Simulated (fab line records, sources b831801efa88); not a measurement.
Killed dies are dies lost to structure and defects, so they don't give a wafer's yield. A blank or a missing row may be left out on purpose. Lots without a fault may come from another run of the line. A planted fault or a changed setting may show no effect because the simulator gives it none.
fab line records | flow gf180mcu
record lots=24 wafers=72 last_day=34
route steps=602 shown M2@377 V3@432 MIM@507 V5@545
lots that met no fault: from a run of the same line without faults
start_h: hours from the record's first day to the start of the lot's first wafer shown | wait_h: hours since the lot's step before | " the same as in the row above | L1.1+2: a row that stands for several wafers | - no value, or no start given | * or withheld: withheld | < > ~ a bound
route shown NAME@n: a module of which the file shows steps, and the number in the route of the first | usual: mean/standard deviation of fault-free wafers | same: alike in all rows | chamber/n: place in a boat | sites: the reading at each site | _std_site: their standard deviation | _edge_site: outer sites' mean less inner sites' | radius_mm: how far each site lies from the wafer's centre | mask NAME#n: copy n | behind: the tool/chamber that last shaped the wafer | hold: why the lot was held/for how many hours/how that ended | device: the transistor (n, p or np) that didn't switch | end of line: the same wafers' tests at the end of the route | a step without rows: its recipe alone | killed: dies lost to structure and defects at the first sort, not the wafer's yield | map: a wafer's dies, x killed, . not, _ none there
set.NAME: the setting as run; set.NAME@STEP: as run at that earlier step | model.NAME: the simulator's own value behind a step, which no gauge read
steps of the route over a sample of lots; a table a step, a row a wafer
services: from which hour (start_h, from the record's first day; less than 0 if before it) a tool's chamber was out of use, for how many hours, and why
## steps
# step GF_M2_OVL_MEAS_15
# usual M2_OVL=2/5.4
# columns lot.wafer tool chamber start_h wait_h M2_OVL[nm]
L074.1 overlay-01 - 436.52 0.1 -11
L074.3 " - " " -11
L074.5 " - " " -12
L075.1 overlay-02 - 440.03 0.1 -9
L075.2 " - " " 1
L075.6 " - " " 0
L076.1 overlay-02 - 451.50 0.1 5
L076.3 " - " " 10
L076.4 " - " " 9
L077.1 overlay-02 - 461.60 0.1 -5
L077.3 " - " " -1
L077.4 " - " " 1
L078.3 overlay-02 - 469.44 0.1 5
L078.5 " - " " 2
L078.6 " - " " 5
L079.2 overlay-02 - 477.32 0.1 3
L079.3 " - " " -6
L079.4 " - " " 3
L080.2 overlay-02 - 488.32 0.1 5
L080.4 " - " " 4
L080.6 " - " " 0
L081.2 overlay-02 - 502.93 0.1 4
L081.4 " - " " 8
L081.5 " - " " 12
L082.3 overlay-02 - 503.51 0.1 -2
L082.4 " - " " 8
L082.6 " - " " 6
L083.2 overlay-02 - 516.60 0.1 -2
L083.3 " - " " 5
L083.5 " - " " -3
L084.1 overlay-02 - 535.05 0.1 -4
L084.3 " - " " -1
L084.5 " - " " 1
L085.2 overlay-02 - 544.17 0.1 -5
L085.3 " - " " -1
L085.4 " - " " -7
L086.2 overlay-01 - 549.52 0.1 4
L086.4 " - " " 4
L086.5 " - " " -2
L087.2 overlay-02 - 555.65 0.1 -1
L087.4 " - " " 0
L087.5 " - " " 4
L088.1 overlay-01 - 560.45 0.1 -2
L088.5 " - " " -1
L088.6 " - " " -4
L090.3 overlay-01 - 576.71 0.1 5
L090.5 " - " " 5
L090.6 " - " " 9
L089.1 overlay-02 - 581.01 0.1 13
L089.4 " - " " 8
L089.6 " - " " 9
L091.1 overlay-02 - 585.61 0.1 7
L091.2 " - " " -1
L091.4 " - " " 7
L092.3 overlay-02 - 588.10 0.1 0
L092.4 " - " " 1
L092.5 " - " " 7
L093.3 overlay-02 - 595.71 0.1 -8
L093.4 " - " " -1
L093.6 " - " " 0
L094.2 overlay-02 - 603.13 0.1 3
L094.3 " - " " -4
L094.4 " - " " 3
L096.1 overlay-02 - 620.56 0.1 -6
L096.3 " - " " -4
L096.6 " - " " 1
L095.2 overlay-02 - 620.92 0.1 6
L095.4 " - " " 10
L095.6 " - " " 9
L097.3 overlay-02 - 630.83 0.1 1
L097.4 " - " " 5
L097.5 " - " " 0
# step GF_V3_THK_MEAS_03
# recipe reads=SiO2_of_V3_CVD_02
# usual V3_CVD_02_THK=853/12
# columns lot.wafer tool chamber start_h wait_h V3_CVD_02_THK[nm]
L074.1 film_metro-02 - 488.50 0.0 833
L074.3 " - " " 860
L074.5 " - " " 855
L075.1 film_metro-01 - 492.31 0.0 863
L075.2 " - " " 831
L075.6 " - " " 849
L076.1 film_metro-03 - 502.94 0.0 855
L076.3 " - " " 857
L076.4 " - " " 873
L077.1 film_metro-02 - 512.84 0.0 835
L077.3 " - " " 853
L077.4 " - " " 868
L078.3 film_metro-01 - 521.21 0.1 866
L078.5 " - " " 862
L078.6 " - " " 860
L079.2 film_metro-01 - 528.50 0.2 836
L079.3 " - " " 858
L079.4 " - " " 877
L080.2 film_metro-02 - 539.15 0.0 841
L080.4 " - " " 863
L080.6 " - " " 861
L081.2 film_metro-02 - 552.81 0.0 837
L081.4 " - " " 851
L081.5 " - " " 848
L082.3 film_metro-01 - 553.55 0.1 848
L082.4 " - " " 873
L082.6 " - " " 856
L083.2 film_metro-01 - 566.01 0.0 863
L083.3 " - " " 845
L083.5 " - " " 862
L084.1 film_metro-03 - 583.69 0.0 845
L084.3 " - " " 845
L084.5 " - " " 846
L085.2 film_metro-03 - 591.44 0.0 838
L085.3 " - " " 859
L085.4 " - " " 876
L086.2 film_metro-01 - 596.81 0.0 847
L086.4 " - " " 866
L086.5 " - " " 864
L087.2 film_metro-02 - 602.91 0.0 845
L087.4 " - " " 860
L087.5 " - " " 862
L088.1 film_metro-02 - 606.79 0.0 827
L088.5 " - " " 852
L088.6 " - " " 845
L090.3 film_metro-02 - 622.77 0.1 847
L090.5 " - " " 863
L090.6 " - " " 861
L089.1 film_metro-02 - 627.69 0.0 839
L089.4 " - " " 851
L089.6 " - " " 868
L091.1 film_metro-03 - 632.00 0.0 844
L091.2 " - " " 843
L091.4 " - " " 856
L092.3 film_metro-02 - 632.97 0.1 848
L092.4 " - " " 872
L092.5 " - " " 863
L093.3 film_metro-03 - 640.41 0.1 856
L093.4 " - " " 860
L093.6 " - " " 870
L094.2 film_metro-02 - 648.16 0.0 835
L094.3 " - " " 844
L094.4 " - " " 857
L096.1 film_metro-02 - 663.70 0.0 835
L096.3 " - " " 844
L096.6 " - " " 838
L095.2 film_metro-03 - 664.04 0.0 846
L095.4 " - " " 864
L095.6 " - " " 853
L097.3 film_metro-02 - 674.26 0.1 853
L097.4 " - " " 869
L097.5 " - " " 856
# step GF_MIM_SPUTTER_04
# recipe material=TiN target_thk_nm=50 power_w=6500 time_s=41.7 chamber_pressure_pa=0.4
# usual throttle_valve_pct=29.8/1.4
# columns lot.wafer tool chamber start_h wait_h throttle_valve_pct
L074.1 pvd_sputter-01 - 562.64 0.0 29.9
L074.3 " - " " 27.4
L074.5 " - " " 27.3
L075.1 pvd_sputter-02 - 565.04 0.0 30.7
L075.2 " - " " 31.8
L075.6 " - " " 29.3
L076.1 pvd_sputter-03 - 576.02 0.0 30.9
L076.3 " - " " 28.3
L076.4 " - " " 32.6
L077.1 pvd_sputter-01 - 586.37 0.0 29.8
L077.3 " - " " 27.9
L077.4 " - " " 30.4
L078.3 pvd_sputter-03 - 592.62 0.0 30.6
L078.5 " - " " 30.5
L078.6 " - " " 28.7
L079.2 pvd_sputter-01 - 597.92 0.0 30.0
L079.3 " - " " 30.4
L079.4 " - " " 27.5
L080.2 pvd_sputter-01 - 608.71 0.0 30.5
L080.4 " - " " 28.8
L080.6 " - " " 29.0
L081.2 pvd_sputter-01 - 622.53 0.0 27.4
L081.4 " - " " 30.7
L081.5 " - " " 27.6
L082.3 pvd_sputter-01 - 622.87 0.0 27.5
L082.4 " - " " 27.4
L082.6 " - " " 29.1
L083.2 pvd_sputter-02 - 634.02 0.0 29.0
L083.3 " - " " 30.3
L083.5 " - " " 30.2
L084.1 pvd_sputter-02 - 650.32 0.0 29.2
L084.3 " - " " 31.0
L084.5 " - " " 31.7
L085.2 pvd_sputter-03 - 657.56 0.0 30.1
L085.3 " - " " 32.2
L085.4 " - " " 30.5
L086.2 pvd_sputter-03 - 663.35 0.0 32.5
L086.4 " - " " 30.5
L086.5 " - " " 32.5
L087.2 pvd_sputter-02 - 668.10 0.0 31.7
L087.4 " - " " 31.0
L087.5 " - " " 29.1
L088.1 pvd_sputter-02 - 672.52 0.0 31.9
L088.5 " - " " 30.9
L088.6 " - " " 28.9
L090.3 pvd_sputter-01 - 687.77 0.0 30.9
L090.5 " - " " 27.3
L090.6 " - " " 28.8
L089.1 pvd_sputter-03 - 691.23 0.0 30.0
L089.4 " - " " 30.4
L089.6 " - " " 30.2
L091.1 pvd_sputter-03 - 694.97 0.0 30.5
L091.2 " - " " 32.4
L091.4 " - " " 28.4
L092.3 pvd_sputter-03 - 695.92 0.0 28.4
L092.4 " - " " 30.0
L092.5 " - " " 32.5
L093.3 pvd_sputter-03 - 704.18 0.0 30.4
L093.4 " - " " 28.7
L093.6 " - " " 28.6
L094.2 pvd_sputter-03 - 710.44 0.0 30.4
L094.3 " - " " 32.4
L094.4 " - " " 28.5
L095.2 pvd_sputter-01 - 724.60 0.0 28.6
L095.4 " - " " 27.3
L095.6 " - " " 28.9
L096.1 pvd_sputter-01 - 725.30 0.0 30.0
L096.3 " - " " 28.8
L096.6 " - " " 29.7
L097.3 pvd_sputter-01 - 734.81 0.0 28.9
L097.4 " - " " 30.6
L097.5 " - " " 29.8
# step GF_MIM_SPUTTER_08
# recipe material=AlCu target_thk_nm=200 power_w=10600 time_s=10.6 chamber_pressure_pa=0.4
# usual throttle_valve_pct=30.0/1.4
# columns lot.wafer tool chamber start_h wait_h throttle_valve_pct
L074.1 pvd_sputter-02 - 562.81 0.0 29.3
L074.3 " - " " 30.2
L074.5 " - " " 31.0
L075.1 pvd_sputter-03 - 565.21 0.0 29.9
L075.2 " - " " 32.3
L075.6 " - " " 30.1
L076.1 pvd_sputter-02 - 576.20 0.0 30.5
L076.3 " - " " 30.9
L076.4 " - " " 29.1
L077.1 pvd_sputter-03 - 586.55 0.0 30.3
L077.3 " - " " 30.6
L077.4 " - " " 32.4
L078.3 pvd_sputter-01 - 592.80 0.0 27.5
L078.5 " - " " 30.4
L078.6 " - " " 29.0
L079.2 pvd_sputter-02 - 598.10 0.0 29.2
L079.3 " - " " 31.8
L079.4 " - " " 30.9
L080.2 pvd_sputter-02 - 608.88 0.0 30.4
L080.4 " - " " 30.6
L080.6 " - " " 29.3
L081.2 pvd_sputter-02 - 622.75 0.0 32.0
L081.4 " - " " 30.9
L081.5 " - " " 31.6
L082.3 pvd_sputter-03 - 623.05 0.0 28.2
L082.4 " - " " 32.2
L082.6 " - " " 30.6
L083.2 pvd_sputter-01 - 634.20 0.0 27.4
L083.3 " - " " 30.4
L083.5 " - " " 27.5
L084.1 pvd_sputter-03 - 650.49 0.0 28.4
L084.3 " - " " 32.4
L084.5 " - " " 28.6
L085.2 pvd_sputter-02 - 657.74 0.0 30.3
L085.3 " - " " 31.9
L085.4 " - " " 31.0
L086.2 pvd_sputter-02 - 663.52 0.0 30.4
L086.4 " - " " 29.4
L086.5 " - " " 30.7
L087.2 pvd_sputter-01 - 668.28 0.0 28.5
L087.4 " - " " 30.5
L087.5 " - " " 29.8
L088.1 pvd_sputter-01 - 672.70 0.0 27.5
L088.5 " - " " 27.5
L088.6 " - " " 28.8
L090.3 pvd_sputter-02 - 687.94 0.0 30.9
L090.5 " - " " 29.0
L090.6 " - " " 31.6
L089.1 pvd_sputter-01 - 691.40 0.0 30.6
L089.4 " - " " 27.3
L089.6 " - " " 29.7
L091.1 pvd_sputter-03 - 695.15 0.0 28.5
L091.2 " - " " 30.3
L091.4 " - " " 32.5
L092.3 pvd_sputter-01 - 696.10 0.0 27.5
L092.4 " - " " 29.9
L092.5 " - " " 27.4
L093.3 pvd_sputter-01 - 704.36 0.0 27.6
L093.4 " - " " 29.8
L093.6 " - " " 28.7
L094.2 pvd_sputter-01 - 710.62 0.0 30.0
L094.3 " - " " 27.1
L094.4 " - " " 30.4
L095.2 pvd_sputter-03 - 724.78 0.0 29.8
L095.4 " - " " 28.4
L095.6 " - " " 30.0
L096.1 pvd_sputter-03 - 725.47 0.0 28.5
L096.3 " - " " 30.2
L096.6 " - " " 29.9
L097.3 pvd_sputter-03 - 734.99 0.0 29.9
L097.4 " - " " 30.8
L097.5 " - " " 32.2
# step GF_V5_BOW_MEAS_05
# recipe mode=bow
# usual V5_BOW=135/7.9
# columns lot.wafer tool chamber start_h wait_h V5_BOW[um]
L074.1 film_metro-02 - 606.85 0.1 146
L074.3 " - " " 130
L074.5 " - " " 131
L075.1 film_metro-01 - 609.59 0.1 127
L075.2 " - " " 141
L075.6 " - " " 137
L076.1 film_metro-01 - 620.42 0.2 145
L076.3 " - " " 139
L076.4 " - " " 150
L077.1 film_metro-03 - 630.06 0.2 128
L077.3 " - " " 128
L077.4 " - " " 121
L078.3 film_metro-02 - 636.75 0.3 143
L078.5 " - " " 138
L078.6 " - " " 141
L079.2 film_metro-03 - 640.15 0.2 129
L079.3 " - " " 131
L079.4 " - " " 127
L080.2 film_metro-03 - 650.41 0.2 140
L080.4 " - " " 149
L080.6 " - " " 140
L081.2 film_metro-02 - 663.99 0.1 122
L081.4 " - " " 130
L081.5 " - " " 121
L082.3 film_metro-03 - 664.78 0.2 125
L082.4 " - " " 135
L082.6 " - " " 124
L083.2 film_metro-02 - 675.59 0.3 136
L083.3 " - " " 135
L083.5 " - " " 136
L084.1 film_metro-03 - 691.34 0.2 124
L084.3 " - " " 118
L084.5 " - " " 133
L085.2 film_metro-01 - 697.20 0.3 136
L085.3 " - " " 130
L085.4 " - " " 132
L086.2 film_metro-03 - 703.39 0.1 126
L086.4 " - " " 129
L086.5 " - " " 117
L087.2 film_metro-03 - 706.91 0.1 139
L087.4 " - " " 138
L087.5 " - " " 133
L088.1 film_metro-02 - 711.58 0.1 132
L088.5 " - " " 124
L088.6 " - " " 139
L090.3 film_metro-03 - 726.97 0.1 123
L090.5 " - " " 127
L090.6 " - " " 137
L089.1 film_metro-03 - 729.13 0.1 141
L089.4 " - " " 136
L089.6 " - " " 145
L091.1 film_metro-03 - 733.13 0.1 125
L091.2 " - " " 123
L091.4 " - " " 126
L092.3 film_metro-02 - 734.07 0.1 130
L092.4 " - " " 136
L092.5 " - " " 141
L093.3 film_metro-02 - 740.37 0.1 143
L093.4 " - " " 134
L093.6 " - " " 145
L094.2 film_metro-01 - 747.54 0.1 123
L094.3 " - " " 138
L094.4 " - " " 130
L095.2 film_metro-02 - 759.92 0.1 128
L095.4 " - " " 147
L095.6 " - " " 137
L096.1 film_metro-02 - 760.87 0.1 136
L096.3 " - " " 138
L096.6 " - " " 146
L097.3 film_metro-02 - 770.19 0.1 132
L097.4 " - " " 137
L097.5 " - " " 133
# step GF_V5_ETCH_17
# recipe chemistry=C4F8/O2/Ar mask_material=KrF target=SiO2 stop_on=TiN source_w=1500 bias_w=1200 pressure_mtorr=40 c4f8_flow_sccm=withheld O2_flow_sccm=6 Ar_flow_sccm=300 time_s=withheld target_depth_a=8550
# usual bias_w=1200/3.4 oes_product_au=0.860/0.0046
# columns lot.wafer tool chamber start_h wait_h bias_w oes_product_au
L074.1 rie_diel-03 2 - - 1197 0.868
L074.3 " 0 " " 1203 0.859
L074.5 " 0 " " 1205 0.857
L075.1 rie_diel-03 0 - - 1204 0.864
L075.2 " 1 " " 1200 0.863
L075.6 " 3 " " 1200 0.856
L076.1 rie_diel-02 1 - - 1204 0.863
L076.3 " 3 " " 1197 0.857
L076.4 " 0 " " 1196 0.864
L077.1 rie_diel-02 3 - - 1198 0.857
L077.3 " 0 " " 1204 0.860
L077.4 " 2 " " 1198 0.858
L078.3 rie_diel-04 2 - - 1200 0.859
L078.5 " 0 " " 1206 0.861
L078.6 " 3 " " 1197 0.861
L079.2 rie_diel-02 0 - - 1195 0.854
L079.3 " 1 " " 1200 0.866
L079.4 " 3 " " 1193 0.861
L080.2 rie_diel-03 3 - - 1203 0.862
L080.4 " 1 " " 1203 0.862
L080.6 " 3 " " 1200 0.855
L081.2 rie_diel-02 2 - - 1198 0.858
L081.4 " 0 " " 1201 0.861
L081.5 " 0 " " 1200 0.856
L082.3 rie_diel-03 0 - - 1200 0.865
L082.4 " 2 " " 1198 0.857
L082.6 " 2 " " 1201 0.859
L083.2 rie_diel-03 0 - - 1204 0.867
L083.3 " 3 " " 1200 0.860
L083.5 " 3 " " 1200 0.852
L084.1 rie_diel-03 2 - - 1206 0.863
L084.3 " 0 " " 1199 0.863
L084.5 " 2 " " 1201 0.862
L085.2 rie_diel-04 0 - - 1204 0.855
L085.3 " 3 " " 1197 0.857
L085.4 " 1 " " 1204 0.864
L086.2 rie_diel-02 1 - - 1203 0.857
L086.4 " 3 " " 1207 0.856
L086.5 " 1 " " 1202 0.858
L087.2 rie_diel-04 2 - - 1195 0.861
L087.4 " 1 " " 1191 0.860
L087.5 " 3 " " 1199 0.865
L088.1 rie_diel-04 1 - - 1203 0.872
L088.5 " 1 " " 1203 0.858
L088.6 " 2 " " 1199 0.852
L090.3 rie_diel-04 3 - - 1196 0.856
L090.5 " 3 " " 1196 0.847
L090.6 " 0 " " 1201 0.864
L089.1 rie_diel-04 3 - - 1201 0.864
L089.4 " 0 " " 1203 0.860
L089.6 " 1 " " 1195 0.857
L091.1 rie_diel-03 0 - - 1207 0.859
L091.2 " 2 " " 1200 0.859
L091.4 " 1 " " 1201 0.858
L092.3 rie_diel-04 3 - - 1199 0.858
L092.4 " 2 " " 1206 0.856
L092.5 " 1 " " 1203 0.865
L093.3 rie_diel-03 1 - - 1200 0.857
L093.4 " 0 " " 1206 0.859
L093.6 " 0 " " 1206 0.851
L094.2 rie_diel-02 1 - - 1194 0.860
L094.3 " 3 " " 1202 0.869
L094.4 " 1 " " 1200 0.862
L095.2 rie_diel-04 0 - - 1202 0.855
L095.4 " 3 " " 1198 0.860
L095.6 " 2 " " 1201 0.865
L096.1 rie_diel-03 2 - - 1204 0.860
L096.3 " 1 " " 1203 0.862
L096.6 " 2 " " 1202 0.864
L097.3 rie_diel-02 0 - - 1198 0.853
L097.4 " 3 " " 1200 0.857
L097.5 " 2 " " 1205 0.862
## services
# columns tool chamber start_h hours kind
rie_diel-03 3 542.51 9.0 repair
rie_diel-04 2 547.03 13.3 repair
rie_diel-04 1 547.68 4.3 repair
rie_diel-03 - 552.64 1.1 repair
rie_diel-02 1 565.03 12.1 repair
rie_diel-02 2 574.96 7.2 repair
rie_diel-02 3 585.89 16.0 repair
rie_diel-03 0 589.89 6.6 repair
rie_diel-02 2 607.09 4.4 repair
pvd_sputter-01 0 614.63 - consumable_replace:kit
rie_diel-02 1 642.19 5.3 repair
rie_diel-03 0 642.57 4.0 repair
rie_diel-04 3 662.23 1.9 repair
rie_diel-04 2 666.92 4.8 repair
rie_diel-04 1 670.45 1.8 repair
pvd_sputter-02 - 689.71 9.4 repair
rie_diel-04 2 697.10 22.2 repair
rie_diel-04 1 697.78 3.5 repair
rie_diel-03 2 717.42 4.7 repair
rie_diel-02 1 722.82 1.3 repair
rie_diel-04 0 722.88 5.1 repair
pvd_sputter-02 - 752.11 2.1 repair
rie_diel-04 - 753.31 15.6 pm
rie_diel-02 0 759.17 8.0 repair
## key
fault none
